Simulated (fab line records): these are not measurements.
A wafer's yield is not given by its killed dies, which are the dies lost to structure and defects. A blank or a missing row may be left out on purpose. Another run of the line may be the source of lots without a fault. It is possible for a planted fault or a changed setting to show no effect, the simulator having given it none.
Which of the tools did it?    flow sky130    6 lots, 18 wafers sampled, at 1 step of a route of 708

== WHAT THE GAUGES READ, wafer by wafer ==
SKY_VT_ADJUST_HVTR_OVL_MEAS_08.
lot   measured      on          VT_ADJUST_HVTR_OVL (nm)
L251  day 9 23:00   overlay-01  2.4 2.2 3.7
L253  day 10 16:56  overlay-02  0.5 -1.2 -1.3
L261  day 13 03:15  overlay-01  -0.4 1.2 0.9
L266  day 15 00:35  overlay-01  0.7 0.4 1.6
L269  day 15 12:03  overlay-01  -1.8 -1.5 -1.1
L271  day 16 06:28  overlay-01  1.1 3.1 0.1

== EACH LOT AND THE TOOL THAT RAN IT (in order: tool; ch and the chambers of the sampled wafers; start) ==
There is no process step in the record ahead of these readings.

== THE ANSWER, worked out from the rows above alone ==
Rule: usual is defined by the lots themselves. The widest of any qualifying gaps counts: lots, ordered by their means at a reading, are off when they make up no more than a third of the lots, leave a main group of 4 or more, and stand apart from it by 3 or more times the standard deviation of that group's means. Not used: any main group whose means are identical at the precision the tables above print for the reading. A lot without any number at a reading at which 4 lots or more have one is off too. Where the step has rows for the other lots, those lots are counted as sound.
Nothing can be told from this: no lot is off at any reading shown.

== WHAT THE SIMULATOR HAD INSERTED ==
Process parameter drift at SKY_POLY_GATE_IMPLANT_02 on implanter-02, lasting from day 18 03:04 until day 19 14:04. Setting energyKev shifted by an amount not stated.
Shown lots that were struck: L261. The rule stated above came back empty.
